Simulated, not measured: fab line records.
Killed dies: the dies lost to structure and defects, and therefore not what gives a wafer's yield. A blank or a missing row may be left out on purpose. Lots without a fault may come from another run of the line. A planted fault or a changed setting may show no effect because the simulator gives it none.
Which tool did it? || flow sfq_line || 14 lots with 42 wafers sampled at 4 steps, on a route of 325 steps

## WHAT EACH GAUGE READ, for each wafer
SFQ_JJ_RS_MEAS_929: the measuring method here is four-point-probe. Usual: JJ_NB_RS gives 1.046 ohm/sq (standard deviation 0.011).
{"lot": "L874", "measured": "day 40 14:40", "on": "film_metro-01", "JJ_NB_RS (ohm/sq)": "1.045 1.053 1.057", "flag": ""}
{"lot": "L875", "measured": "day 45 01:07", "on": "film_metro-02", "JJ_NB_RS (ohm/sq)": "1.054 1.041 1.056", "flag": ""}
{"lot": "L877", "measured": "day 45 07:17", "on": "film_metro-02", "JJ_NB_RS (ohm/sq)": "1.042 1.030 1.027", "flag": ""}
{"lot": "L883", "measured": "day 53 01:13", "on": "film_metro-01", "JJ_NB_RS (ohm/sq)": "1.050 0.886 1.045", "flag": "OFF"}
{"lot": "L884", "measured": "day 53 07:56", "on": "film_metro-01", "JJ_NB_RS (ohm/sq)": "0.869 0.871 1.048", "flag": "OFF"}
{"lot": "L885", "measured": "day 56 18:35", "on": "film_metro-04", "JJ_NB_RS (ohm/sq)": "1.060 1.047 1.040", "flag": ""}
{"lot": "L887", "measured": "day 57 07:56", "on": "film_metro-04", "JJ_NB_RS (ohm/sq)": "1.019 1.042 1.042", "flag": ""}
{"lot": "L888", "measured": "day 57 13:54", "on": "film_metro-04", "JJ_NB_RS (ohm/sq)": "1.047 1.041 1.040", "flag": ""}
{"lot": "L889", "measured": "day 57 20:12", "on": "film_metro-02", "JJ_NB_RS (ohm/sq)": "1.059 1.037 1.034", "flag": ""}
{"lot": "L890", "measured": "day 57 22:25", "on": "film_metro-04", "JJ_NB_RS (ohm/sq)": "1.065 1.070 1.049", "flag": ""}
{"lot": "L891", "measured": "day 58 05:10", "on": "film_metro-02", "JJ_NB_RS (ohm/sq)": "1.050 1.019 1.056", "flag": ""}
{"lot": "L893", "measured": "day 64 17:50", "on": "film_metro-04", "JJ_NB_RS (ohm/sq)": "1.055 1.067 1.051", "flag": ""}
{"lot": "L894", "measured": "day 65 06:38", "on": "film_metro-02", "JJ_NB_RS (ohm/sq)": "1.065 1.055 1.057", "flag": ""}
{"lot": "L896", "measured": "day 65 21:01", "on": "film_metro-01", "JJ_NB_RS (ohm/sq)": "1.039 1.043 1.055", "flag": ""}

SFQ_I6_OVL_MEAS_942. Usual: I6_OVL gives 1 nm (standard deviation 6).
{"lot": "L874", "measured": "day 62 08:11", "on": "overlay-01", "I6_OVL (nm)": "-5 -1 -7", "flag": ""}
{"lot": "L875", "measured": "day 62 09:23", "on": "overlay-02", "I6_OVL (nm)": "-9 -8 -8", "flag": ""}
{"lot": "L877", "measured": "day 62 11:48", "on": "overlay-02", "I6_OVL (nm)": "-2 0 -4", "flag": ""}
{"lot": "L883", "measured": "day 70 05:43", "on": "overlay-02", "I6_OVL (nm)": "2 5 10", "flag": ""}
{"lot": "L884", "measured": "day 70 10:26", "on": "overlay-01", "I6_OVL (nm)": "4 0 -3", "flag": ""}
{"lot": "L885", "measured": "day 72 00:20", "on": "overlay-01", "I6_OVL (nm)": "13 11 13", "flag": ""}
{"lot": "L887", "measured": "day 73 12:05", "on": "overlay-02", "I6_OVL (nm)": "0 -6 -9", "flag": ""}
{"lot": "L888", "measured": "day 74 04:10", "on": "overlay-01", "I6_OVL (nm)": "2 7 2", "flag": ""}
{"lot": "L889", "measured": "day 74 11:22", "on": "overlay-01", "I6_OVL (nm)": "-2 -1 6", "flag": ""}
{"lot": "L890", "measured": "day 74 17:53", "on": "overlay-01", "I6_OVL (nm)": "8 1 5", "flag": ""}
{"lot": "L891", "measured": "day 74 22:35", "on": "overlay-01", "I6_OVL (nm)": "-3 -3 -3", "flag": ""}
{"lot": "L893", "measured": "day 75 17:38", "on": "overlay-02", "I6_OVL (nm)": "11 3 5", "flag": ""}
{"lot": "L894", "measured": "day 75 22:53", "on": "overlay-02", "I6_OVL (nm)": "0 4 0", "flag": ""}
{"lot": "L896", "measured": "day 80 03:37", "on": "overlay-02", "I6_OVL (nm)": "7 0 13", "flag": ""}

## TOOL THAT RAN EACH LOT (tool first, then ch and the chambers of the sampled wafers, then the start)
{"lot": "L874", "SFQ_TRILAYER_JJ_TRILAYER_DEP_SPUTTER_112": "pvd_sputter-06, day 40 14:35", "SFQ_TRILAYER_I5_ETCH_VIA_ETCH_147": "rie_diel-01 ch 0,1,2, day 60 00:23"}
{"lot": "L875", "SFQ_TRILAYER_JJ_TRILAYER_DEP_SPUTTER_112": "pvd_sputter-06, day 45 01:02", "SFQ_TRILAYER_I5_ETCH_VIA_ETCH_147": "rie_diel-03 ch 0,1,3, day 60 06:23"}
{"lot": "L877", "SFQ_TRILAYER_JJ_TRILAYER_DEP_SPUTTER_112": "pvd_sputter-04, day 45 07:09", "SFQ_TRILAYER_I5_ETCH_VIA_ETCH_147": "rie_diel-01 ch 0,3, day 60 14:45"}
{"lot": "L883", "SFQ_TRILAYER_JJ_TRILAYER_DEP_SPUTTER_112": "pvd_sputter-06, day 53 01:07", "SFQ_TRILAYER_I5_ETCH_VIA_ETCH_147": "rie_diel-01 ch 1,3, day 65 20:08"}
{"lot": "L884", "SFQ_TRILAYER_JJ_TRILAYER_DEP_SPUTTER_112": "pvd_sputter-06, day 53 07:47", "SFQ_TRILAYER_I5_ETCH_VIA_ETCH_147": "rie_diel-03 ch 2,3, day 65 22:32"}
{"lot": "L885", "SFQ_TRILAYER_JJ_TRILAYER_DEP_SPUTTER_112": "pvd_sputter-06, day 56 18:28", "SFQ_TRILAYER_I5_ETCH_VIA_ETCH_147": "rie_diel-04 ch 0,1, day 68 18:41"}
{"lot": "L887", "SFQ_TRILAYER_JJ_TRILAYER_DEP_SPUTTER_112": "pvd_sputter-05, day 57 07:47", "SFQ_TRILAYER_I5_ETCH_VIA_ETCH_147": "rie_diel-04 ch 1,2,3, day 68 21:05"}
{"lot": "L888", "SFQ_TRILAYER_JJ_TRILAYER_DEP_SPUTTER_112": "pvd_sputter-06, day 57 13:49", "SFQ_TRILAYER_I5_ETCH_VIA_ETCH_147": "rie_diel-04 ch 1,2,3, day 69 05:29"}
{"lot": "L889", "SFQ_TRILAYER_JJ_TRILAYER_DEP_SPUTTER_112": "pvd_sputter-04, day 57 20:07", "SFQ_TRILAYER_I5_ETCH_VIA_ETCH_147": "rie_diel-04 ch 0,1,2, day 69 10:17"}
{"lot": "L890", "SFQ_TRILAYER_JJ_TRILAYER_DEP_SPUTTER_112": "pvd_sputter-05, day 57 22:19", "SFQ_TRILAYER_I5_ETCH_VIA_ETCH_147": "rie_diel-01 ch 1,3, day 69 15:05"}
{"lot": "L891", "SFQ_TRILAYER_JJ_TRILAYER_DEP_SPUTTER_112": "pvd_sputter-04, day 58 05:04", "SFQ_TRILAYER_I5_ETCH_VIA_ETCH_147": "rie_diel-04 ch 0,2,3, day 69 21:05"}
{"lot": "L893", "SFQ_TRILAYER_JJ_TRILAYER_DEP_SPUTTER_112": "pvd_sputter-04, day 64 17:46", "SFQ_TRILAYER_I5_ETCH_VIA_ETCH_147": "rie_diel-04 ch 0,1,2, day 70 10:08"}
{"lot": "L894", "SFQ_TRILAYER_JJ_TRILAYER_DEP_SPUTTER_112": "pvd_sputter-04, day 65 06:32", "SFQ_TRILAYER_I5_ETCH_VIA_ETCH_147": "rie_diel-04 ch 2,3, day 70 17:20"}
{"lot": "L896", "SFQ_TRILAYER_JJ_TRILAYER_DEP_SPUTTER_112": "pvd_sputter-04, day 65 20:56", "SFQ_TRILAYER_I5_ETCH_VIA_ETCH_147": "rie_diel-01 ch 0,1,3, day 71 09:04"}
- SFQ_TRILAYER_JJ_TRILAYER_DEP_SPUTTER_112: material Nb, target thk 170 nm, time 113.3 s.
- SFQ_TRILAYER_I5_ETCH_VIA_ETCH_147: etches the open film in CHF3, stops on Nb, target depth 360 nm.

## AS READ BY THE TOOLS THEMSELVES (means over the sampled wafers that have a number; for cases with no such wafer, the mark the record gives instead)
SFQ_TRILAYER_JJ_TRILAYER_DEP_SPUTTER_112. Usual: throttle_valve_pct reads 29.7 % (standard deviation 1.1).
{"lot": "L874", "tool": "pvd_sputter-06", "throttle_valve_pct (%)": 30.1, "flag": ""}
{"lot": "L875", "tool": "pvd_sputter-06", "throttle_valve_pct (%)": 29.2, "flag": ""}
{"lot": "L877", "tool": "pvd_sputter-04", "throttle_valve_pct (%)": 30.0, "flag": ""}
{"lot": "L883", "tool": "pvd_sputter-06", "throttle_valve_pct (%)": 29.0, "flag": ""}
{"lot": "L884", "tool": "pvd_sputter-06", "throttle_valve_pct (%)": 28.5, "flag": ""}
{"lot": "L885", "tool": "pvd_sputter-06", "throttle_valve_pct (%)": 29.1, "flag": ""}
{"lot": "L887", "tool": "pvd_sputter-05", "throttle_valve_pct (%)": 30.4, "flag": ""}
{"lot": "L888", "tool": "pvd_sputter-06", "throttle_valve_pct (%)": 29.8, "flag": ""}
{"lot": "L889", "tool": "pvd_sputter-04", "throttle_valve_pct (%)": 30.9, "flag": ""}
{"lot": "L890", "tool": "pvd_sputter-05", "throttle_valve_pct (%)": 30.1, "flag": ""}
{"lot": "L891", "tool": "pvd_sputter-04", "throttle_valve_pct (%)": 30.6, "flag": ""}
{"lot": "L893", "tool": "pvd_sputter-04", "throttle_valve_pct (%)": 30.8, "flag": ""}
{"lot": "L894", "tool": "pvd_sputter-04", "throttle_valve_pct (%)": 30.0, "flag": ""}
{"lot": "L896", "tool": "pvd_sputter-04", "throttle_valve_pct (%)": 30.3, "flag": ""}

SFQ_TRILAYER_I5_ETCH_VIA_ETCH_147. Usual: drypump_motor_current_A 5.8 A, standard deviation 0.4; oes_product_au 0.990 a.u., standard deviation 0.0055.
{"lot": "L874", "tool": "rie_diel-01", "drypump_motor_current_A (A)": 5.4, "oes_product_au (a.u.)": 0.990, "flag": ""}
{"lot": "L875", "tool": "rie_diel-03", "drypump_motor_current_A (A)": 5.7, "oes_product_au (a.u.)": 0.987, "flag": ""}
{"lot": "L877", "tool": "rie_diel-01", "drypump_motor_current_A (A)": 6.0, "oes_product_au (a.u.)": 0.991, "flag": ""}
{"lot": "L883", "tool": "rie_diel-01", "drypump_motor_current_A (A)": 5.7, "oes_product_au (a.u.)": 0.994, "flag": ""}
{"lot": "L884", "tool": "rie_diel-03", "drypump_motor_current_A (A)": 6.2, "oes_product_au (a.u.)": 0.991, "flag": ""}
{"lot": "L885", "tool": "rie_diel-04", "drypump_motor_current_A (A)": 5.7, "oes_product_au (a.u.)": 0.985, "flag": ""}
{"lot": "L887", "tool": "rie_diel-04", "drypump_motor_current_A (A)": 6.0, "oes_product_au (a.u.)": 0.994, "flag": ""}
{"lot": "L888", "tool": "rie_diel-04", "drypump_motor_current_A (A)": 6.0, "oes_product_au (a.u.)": 0.986, "flag": ""}
{"lot": "L889", "tool": "rie_diel-04", "drypump_motor_current_A (A)": 6.0, "oes_product_au (a.u.)": 0.990, "flag": ""}
{"lot": "L890", "tool": "rie_diel-01", "drypump_motor_current_A (A)": 5.7, "oes_product_au (a.u.)": 0.985, "flag": ""}
{"lot": "L891", "tool": "rie_diel-04", "drypump_motor_current_A (A)": 5.8, "oes_product_au (a.u.)": 0.985, "flag": ""}
{"lot": "L893", "tool": "rie_diel-04", "drypump_motor_current_A (A)": 6.0, "oes_product_au (a.u.)": 0.986, "flag": ""}
{"lot": "L894", "tool": "rie_diel-04", "drypump_motor_current_A (A)": 6.0, "oes_product_au (a.u.)": 0.984, "flag": ""}
{"lot": "L896", "tool": "rie_diel-01", "drypump_motor_current_A (A)": 5.7, "oes_product_au (a.u.)": 0.994, "flag": ""}

## THE ANSWER, worked out from the rows above alone
Rule: a lot is off if the mean of its wafers that have a number lies more than 3 standard deviations from the usual mean. Also off: a lot with no number at a reading for which 4 or more lots have one. Where the step has rows for the other lots, those lots are counted as sound. The gauges are gone through in route order, then the tools' own readings, and for those a lot's mean is taken as printed above. The first step at which some lot is off is used, and at that step the reading that is off furthest; a lot without a number counts as furthest.
Off: at SFQ_JJ_RS_MEAS_929 (JJ_NB_RS), L883, L884.
A tool fits if, at a process step before that reading, it ran every lot that is off, and no sound lot after the first of them. Those tools and the gauges at SFQ_JJ_RS_MEAS_929 are tried in the same way. Not one of the candidates tried fits.

## WHAT THE SIMULATOR PUT IN
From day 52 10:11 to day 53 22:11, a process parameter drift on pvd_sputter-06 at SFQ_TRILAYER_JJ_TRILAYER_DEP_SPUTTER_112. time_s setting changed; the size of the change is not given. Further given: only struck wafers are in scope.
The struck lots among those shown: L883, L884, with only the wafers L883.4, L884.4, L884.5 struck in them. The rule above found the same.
